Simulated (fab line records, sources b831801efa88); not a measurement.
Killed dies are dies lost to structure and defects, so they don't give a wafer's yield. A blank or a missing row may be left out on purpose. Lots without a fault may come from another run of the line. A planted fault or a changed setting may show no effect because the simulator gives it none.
Chamber matching | flow gf180mcu | GF_V5_ETCH_17 on rie_diel-01: 4 sister chambers
The step etches SiO2 in C4F8/O2/Ar, stops on TiN, target depth 855 nm. 4 wafers are shown with their chamber, then 8 later ones without.

WAFERS WITH THEIR CHAMBER
wafer  | chamber | oes_product_au (a.u.)
L400.6 | 3       | 0.860
L401.2 | 2       | 0.858
L401.6 | 1       | 0.858
L405.1 | 0       | 0.860

WAFERS WITHOUT THEIR CHAMBER
wafer  | oes_product_au (a.u.)
L405.3 | 0.862
L405.5 | 0.856
L406.2 | 0.851
L406.3 | 0.851
L406.4 | 0.863
L408.1 | 0.854
L408.2 | 0.858
L408.5 | 0.857

WHICH CHAMBER EACH WENT THROUGH
wafer  | from the rows above               | in truth
L405.3 | can't be placed: 0 or 3 or 1 or 2 | 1
L405.5 | can't be placed: 1 or 2 or 0 or 3 | 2
L406.2 | can't be placed: 1 or 2 or 0 or 3 | 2
L406.3 | can't be placed: 1 or 2 or 0 or 3 | 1
L406.4 | can't be placed: 0 or 3 or 1 or 2 | 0
L408.1 | can't be placed: 1 or 2 or 0 or 3 | 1
L408.2 | can't be placed: 1 or 2 or 0 or 3 | 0
L408.5 | can't be placed: 1 or 2 or 0 or 3 | 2
Placed correctly: 0 of 8. Can't be placed from these rows: 8 (the true chamber is among the candidates in 8). Placed wrongly: 0.
How it was worked out, from the rows above alone: a wafer's distance from a chamber is the root of the sum, over the readings, of the square of ((its reading less the chamber's mean) divided by the reading's scatter). The wafer belongs to the nearest chamber; if the next one is less than 2 further off, it can't be placed. A chamber's mean is the mean of its shown wafers. The scatter: with one shown wafer a chamber, the root of the mean of the squares of how far each hidden wafer lies from its nearest shown one.
